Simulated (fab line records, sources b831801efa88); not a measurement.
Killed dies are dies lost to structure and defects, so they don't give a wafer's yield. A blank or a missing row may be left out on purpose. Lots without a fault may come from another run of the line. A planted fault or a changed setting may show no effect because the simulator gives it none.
Which tool did it? | flow sky130 | 14 lots, 42 wafers sampled, at 3 steps of a route of 708

WHAT THE GAUGES READ, wafer by wafer
SKY_POLY_GATE_THK_MEAS_01. Usual: POLY_GATE_CVD_00_THK 180.4 nm, standard deviation 1.6.
lot  | measured     | on            | POLY_GATE_CVD_00_THK (nm) | flag
L158 | day 13 21:22 | film_metro-03 | 180.4 180.8 181.4         |
L159 | day 14 03:18 | film_metro-01 | 181.3 181.5 182.4         |
L160 | day 14 11:07 | film_metro-03 | 179.6 178.1 177.8         |
L161 | day 15 03:22 | film_metro-03 | 180.9 182.2 182.0         |
L162 | day 15 06:17 | film_metro-02 | 180.7 181.2 183.4         |
L163 | day 15 16:38 | film_metro-02 | 181.6 181.7 180.9         |
L164 | day 16 05:52 | film_metro-03 | 178.7 179.3 180.5         |
L165 | day 16 15:41 | film_metro-01 | 181.3 182.1 182.2         |
L171 | day 20 06:11 | film_metro-03 | 181.3 179.0 180.5         |
L173 | day 21 03:26 | film_metro-03 | 181.3 180.8 180.9         |
L174 | day 21 04:38 | film_metro-01 | 183.1 182.6 182.1         |
L176 | day 21 20:19 | film_metro-02 | 180.1 180.0 178.4         |
L180 | day 22 20:03 | film_metro-03 | 180.8 181.8 180.5         |
L179 | day 23 00:22 | film_metro-03 | 181.1 181.7 180.4         |

SKY_RES_PROTECT_TW_MEAS_08. Usual: POLY_GATE_TW 4028, standard deviation 28.
lot  | measured     | on            | POLY_GATE_TW   | flag
L158 | day 15 00:23 | film_metro-03 | 3998 4004 3995 |
L159 | day 15 05:38 | film_metro-01 | 4046 4035 4064 |
L160 | day 15 13:50 | film_metro-03 | 3996 3977 3990 |
L161 | day 16 07:14 | film_metro-03 | 3971 4005 4000 |
L162 | day 16 09:57 | film_metro-01 | 4027 4053 4047 |
L163 | day 16 20:41 | film_metro-01 | 4016 4041 4031 |
L164 | day 17 10:52 | film_metro-01 | 4080 4039 4084 |
L165 | day 17 21:17 | film_metro-01 | 4076 4078 4074 |
L171 | day 21 13:15 | film_metro-04 | 4022 4003 4018 |
L173 | day 22 10:38 | film_metro-01 | 4045 4048 4066 |
L174 | day 22 11:26 | film_metro-04 | 4012 4031 4036 |
L176 | day 23 02:17 | film_metro-04 | 4025 4027 4034 |
L180 | day 24 01:13 | film_metro-04 | 4008 4018 4020 |
L179 | day 24 05:36 | film_metro-04 | 4000 4032 4020 |

SKY_POLY_GATE_THK_MEAS_21. Usual: POLY_GATE_OXIDATION_THK 4.01 nm, standard deviation 0.1.
lot  | measured     | on            | POLY_GATE_OXIDATION_THK (nm) | flag
L158 | day 16 07:23 | film_metro-02 | 3.88 4.00 4.01               |
L159 | day 16 13:40 | film_metro-02 | 3.89 3.98 3.85               |
L160 | day 16 21:23 | film_metro-02 | 3.94 3.91 3.96               |
L161 | day 17 16:40 | film_metro-02 | 3.84 3.88 3.96               |
L162 | day 17 18:32 | film_metro-03 | 3.93 3.95 3.82               |
L163 | day 18 07:17 | film_metro-02 | 4.01 4.02 4.03               |
L164 | day 18 22:18 | film_metro-02 | 4.01 4.05 3.96               |
L165 | day 19 08:38 | film_metro-03 | 4.06 4.00 4.04               |
L171 | day 23 01:49 | film_metro-02 | 4.17 4.20 4.16               |
L173 | day 23 19:44 | film_metro-03 | 4.16 4.04 3.94               |
L174 | day 23 20:29 | film_metro-03 | 4.06 4.01 4.06               |
L176 | day 24 10:23 | film_metro-03 | 4.20 4.07 4.16               |
L180 | day 25 10:18 | film_metro-03 | 4.07 4.07 4.09               |
L179 | day 25 16:09 | film_metro-01 | 4.17 4.21 4.14               |

WHICH TOOL RAN EACH LOT (tool, then ch and the chambers of the sampled wafers, then the start)
The record holds no process step before these readings.

WHAT THE TOOLS THEMSELVES READ (means of the sampled wafers that have a number; where no wafer has one, the mark that the record gives instead)
The record holds no such reading with a usual standard deviation.

THE ANSWER, worked out from the rows above alone
Rule: a lot is off if the mean of its wafers that have a number lies more than 3 standard deviations from the usual mean. A lot without any number at a reading at which 4 lots or more have one is off too. The other lots that the step has rows for count as sound. The gauges are gone through in route order, then the tools' own readings, and for those a lot's mean is taken as printed above. The first step at which some lot is off is used, and at that step the reading that is off furthest; a lot without a number counts as furthest.
No lot is off at any reading shown: from this, nothing can be told.

WHAT THE SIMULATOR HAD PUT IN
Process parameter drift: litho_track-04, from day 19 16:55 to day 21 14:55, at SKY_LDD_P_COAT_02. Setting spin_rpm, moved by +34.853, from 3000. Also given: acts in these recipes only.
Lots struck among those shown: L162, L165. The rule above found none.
